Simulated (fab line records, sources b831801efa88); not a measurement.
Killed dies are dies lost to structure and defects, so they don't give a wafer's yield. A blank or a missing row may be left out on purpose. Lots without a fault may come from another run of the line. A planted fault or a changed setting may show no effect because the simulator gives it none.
fab line records | flow sky130 | part 2 of 2: steps 29 to 36 of 36
record lots=5 wafers=15 last_day=49
route steps=708 shown METAL3@533 CAPM@537
lots that met no fault: from a run of the same line without faults
start_h: hours from the record's first day to the start of the lot's first wafer shown | wait_h: hours since the lot's step before | " the same as in the row above | L1.1+2: a row that stands for several wafers | - no value, or no start given | * or withheld: withheld | < > ~ a bound
route shown NAME@n: a module of which the file shows steps, and the number in the route of the first | usual: mean/standard deviation of fault-free wafers | same: alike in all rows | chamber/n: place in a boat | sites: the reading at each site | _std_site: their standard deviation | _edge_site: outer sites' mean less inner sites' | radius_mm: how far each site lies from the wafer's centre | mask NAME#n: copy n | behind: the tool/chamber that last shaped the wafer | hold: why the lot was held/for how many hours/how that ended | device: the transistor (n, p or np) that didn't switch | end of line: the same wafers' tests at the end of the route | a step without rows: its recipe alone | killed: dies lost to structure and defects at the first sort, not the wafer's yield | map: a wafer's dies, x killed, . not, _ none there
set.NAME: the setting as run; set.NAME@STEP: as run at that earlier step | model.NAME: the simulator's own value behind a step, which no gauge read
lots at some steps of the route; a table a step, a row a wafer
services: from which hour (start_h, from the record's first day; less than 0 if before it) a tool's chamber was out of use, for how many hours, and why
## steps
# step SKY_METAL3_PEB_11
# recipe peb_temp_c=withheld peb_time_s=withheld resist=KrF-thick
# columns lot.wafer tool chamber start_h wait_h
L077.1+4+6 litho_track-04 0 - -
L081.3+4+5 litho_track-01 0 - -
L084.1+3+4 litho_track-04 0 - -
L091.2+5+6 litho_track-03 0 - -
L092.1+2+6 litho_track-01 0 - -
# step SKY_METAL3_DEVELOP_12
# recipe develop_time_s=60 resist=KrF-thick dev_temp_c=21
# columns lot.wafer tool chamber start_h wait_h
L077.1+4+6 litho_track-04 0 - -
L081.3+4+5 litho_track-01 0 - -
L084.1+3+4 litho_track-04 0 - -
L091.2+5+6 litho_track-03 0 - -
L092.1+2+6 litho_track-01 0 - -
# step SKY_METAL3_CD_MEAS_13
# recipe target_cd_nm=300
# usual cd_nm=299.7/1.6
# columns lot.wafer tool chamber start_h wait_h cd_nm
L077.1 cd_sem-01 - 920.93 - 294.2
L077.4 " - " " 295.4
L077.6 " - " " 294.8
L081.3 cd_sem-02 - 967.45 - 300.1
L081.4 " - " " 300.4
L081.5 " - " " 301.6
L084.1 cd_sem-01 - 990.33 - 302.9
L084.3 " - " " 302.4
L084.4 " - " " 302.3
L091.2 cd_sem-02 - 1028.26 - 300.6
L091.5 " - " " 300.4
L091.6 " - " " 300.2
L092.1 cd_sem-02 - 1040.76 - 299.5
L092.2 " - " " 300.4
L092.6 " - " " 301.7
# step SKY_METAL3_OVL_MEAS_14
# usual METAL3_OVL=1/6.5
# columns lot.wafer tool chamber start_h wait_h METAL3_OVL[nm]
L077.1 overlay-02 - 921.05 0.1 12
L077.4 " - " " 10
L077.6 " - " " 0
L081.3 overlay-02 - 967.54 0.1 -5
L081.4 " - " " -10
L081.5 " - " " 1
L084.1 overlay-02 - 990.45 0.1 -1
L084.3 " - " " -1
L084.4 " - " " -4
L091.2 overlay-02 - 1028.36 0.1 11
L091.5 " - " " -8
L091.6 " - " " 4
L092.1 overlay-02 - 1040.88 0.1 -8
L092.2 " - " " -3
L092.6 " - " " -1
# step SKY_METAL3_DESCUM_15
# recipe chemistry=O2 source_power_w=150 bias_power_w=0 pressure_mtorr=10 temp_c=40 time_s=8
# usual drypump_motor_current_A=5.6/0.51 oes_product_au=0.995/0.0097 rf_fwd_power_W=147.1/0.57
# columns lot.wafer tool chamber start_h wait_h drypump_motor_current_A oes_product_au rf_fwd_power_W rf_hours_counter_h
L077.1 rie_metal-04 1 921.08 0.0 6.1 0.992 146.2 2
L077.4 " 1 " " 6.1 0.987 147.3 -
L077.6 " 1 " " 6.1 0.987 146.3 -
L081.3 rie_metal-03 1 967.58 0.0 5.5 0.989 145.5 -
L081.4 " 0 " " 5.8 0.986 146.8 -
L081.5 " 0 " " 5.8 0.982 146.9 -
L084.1 rie_metal-03 1 990.48 0.0 5.5 0.997 146.8 13
L084.3 " 1 " " 5.5 1.000 146.9 -
L084.4 " 0 " " 5.8 0.990 146.9 -
L091.2 rie_metal-03 1 1028.39 0.0 5.5 0.987 146.6 15
L091.5 " 0 " " 5.8 1.003 147.5 -
L091.6 " 1 " " 5.5 0.990 146.7 -
L092.1 rie_metal-01 1 1040.92 0.0 6.6 1.009 147.3 14
L092.2 " 1 " " 6.6 1.014 147.7 -
L092.6 " 1 " " 6.6 1.001 147.6 -
# step SKY_METAL3_ETCH_16
# recipe chemistry=N2/H2 target=BARC ion_energy_ev=200 bias_w=100 pressure_mtorr=30 n2_flow_sccm=100 h2_flow_sccm=200 icp_w=500 stop_on=SiO2 time_s=88.2 target_depth_a=600
# usual drypump_motor_current_A=5.7/0.51 oes_product_au=0.626/0.0044 rf_fwd_power_W=497.0/1.6 throttle_valve_pct=13.205/0.0095
# columns lot.wafer tool chamber start_h wait_h drypump_motor_current_A oes_product_au rf_fwd_power_W rf_hours_counter_h throttle_valve_pct
L077.1 rie_metal-04 1 921.15 0.1 6.1 0.622 497.5 2 13.217
L077.4 " 1 " " 6.1 0.623 496.4 - 13.182
L077.6 " 1 " " 6.1 0.628 497.0 - 13.204
L081.3 rie_metal-03 1 967.63 0.0 5.5 0.620 494.2 - 13.206
L081.4 " 0 " " 5.8 0.627 494.9 - 13.210
L081.5 " 0 " " 5.8 0.624 496.2 - 13.209
L084.1 rie_metal-03 1 990.52 0.0 5.5 0.624 497.7 13 13.218
L084.3 " 1 " " 5.5 0.624 493.4 - 13.205
L084.4 " 0 " " 5.8 0.632 496.8 - 13.224
L091.2 rie_metal-03 1 1028.42 0.0 5.5 0.627 492.7 15 13.186
L091.5 " 0 " " 5.8 0.629 497.1 - 13.207
L091.6 " 1 " " 5.5 0.620 495.5 - 13.209
L092.1 rie_metal-01 1 1040.98 0.1 6.6 0.626 497.4 14 13.218
L092.2 " 1 " " 6.6 0.627 499.1 - 13.210
L092.6 " 1 " " 6.6 0.625 497.3 - 13.205
# step SKY_METAL3_ETCH_17
# recipe target=SiO2 stop_on=TiN chemistry=C4F8/O2/Ar source_w=1500 bias_w=1200 pressure_mtorr=40 c4f8_flow_sccm=withheld O2_flow_sccm=6 Ar_flow_sccm=300 time_s=3.9 target_depth_a=150
# usual oes_product_au=0.754/0.0067 rf_fwd_power_W=1467/7.2
# columns lot.wafer tool chamber start_h wait_h oes_product_au rf_fwd_power_W rf_hours_counter_h
L077.1 rie_diel-03 2 921.34 0.2 0.749 1472 16
L077.4 " 3 " " 0.763 1454 8
L077.6 " 0 " " 0.757 1465 -
L081.3 rie_diel-02 0 967.70 0.0 0.759 1463 12
L081.4 " 3 " " 0.766 1467 16
L081.5 " 0 " " 0.759 1465 -
L084.1 rie_diel-04 1 990.61 0.1 0.754 1467 10
L084.3 " 0 " " 0.765 1456 7
L084.4 " 3 " " 0.761 1472 16
L091.2 rie_diel-04 3 1028.52 0.1 0.742 1457 18
L091.5 " 0 " " 0.752 1464 -
L091.6 " 3 " " 0.747 1460 -
L092.1 rie_diel-02 1 1041.18 0.2 0.750 1459 8
L092.2 " 0 " " 0.745 1462 15
L092.6 " 1 " " 0.755 1462 -
# step SKY_METAL3_METAL_ETCH_18
# recipe target_depth_a=8450 stop_on=SiO2 over_etch_frac=0.3 time_s=183.1 chemistry=Cl2/BCl3 resist_sidewall_deg=88 pressure_mtorr=10 icp_w=900 bias_w=48.5 Cl2_flow_sccm=60 bcl3_flow_sccm=30
# usual drypump_motor_current_A=5.7/0.51 oes_product_au=0.863/0.0066 rf_fwd_power_W=897.1/2.9 throttle_valve_pct=22.265/0.0091
# same over_etch_frac=0.3
# columns lot.wafer tool chamber start_h wait_h drypump_motor_current_A oes_product_au rf_fwd_power_W rf_hours_counter_h throttle_valve_pct
L077.1 rie_metal-01 0 921.36 0.0 5.3 0.860 896.2 16 22.268
L077.4 " 0 " " 5.3 0.870 894.9 - 22.259
L077.6 " 0 " " 5.3 0.872 895.4 - 22.260
L081.3 rie_metal-04 1 967.77 0.1 6.1 0.859 899.6 - 22.270
L081.4 " 0 " " 4.9 0.859 900.7 - 22.265
L081.5 " 0 " " 4.9 0.861 897.6 - 22.264
L084.1 rie_metal-04 1 990.63 0.0 6.1 0.858 903.2 6 22.273
L084.3 " 1 " " 6.1 0.857 899.8 - 22.267
L084.4 " 0 " " 4.9 0.872 900.9 - 22.250
L091.2 rie_metal-04 1 1028.54 0.0 6.1 0.883 897.0 8 22.263
L091.5 " 1 " " 6.1 0.867 897.0 - 22.267
L091.6 " 0 " " 4.9 0.869 901.5 - 22.270
L092.1 rie_metal-03 1 1041.19 0.0 5.5 0.856 900.3 16 22.264
L092.2 " 0 " " 5.8 0.861 892.0 13 22.268
L092.6 " 1 " " 5.5 0.869 898.5 - 22.245
## services
# columns tool chamber start_h hours kind
pvd_sputter-03 - 848.06 4.5 repair
krf_scanner-02 - 849.42 0.8 pm
krf_scanner-01 - 853.60 4.4 pm
rie_diel-02 1 858.22 10.4 repair
rie_diel-02 - 860.87 0.4 repair
pvd_sputter-03 - 868.07 4.1 repair
rie_diel-04 - 870.38 1.7 repair
rie_metal-03 1 875.22 11.9 repair
iline_stepper-02 - 883.94 8.9 pm
krf_scanner-01 - 885.44 1.0 pm
rie_diel-04 2 886.15 7.7 repair
krf_scanner-01 - 890.72 3.6 pm
rie_metal-01 1 902.06 73.1 repair
krf_scanner-02 - 934.47 1.3 pm
pecvd-03 - 935.60 1.7 repair
pecvd-03 1 940.56 15.4 repair
rie_metal-01 0 950.78 12.2 repair
wet_bench-01 - 953.65 1.9 pm
pecvd-03 - 956.89 33.6 repair
rie_metal-03 - 961.36 0.7 repair
krf_scanner-02 - 974.66 1.0 pm
iline_stepper-02 - 1014.16 1.7 pm
krf_scanner-02 - 1019.32 2.6 repair
krf_scanner-02 - 1035.49 1.8 repair
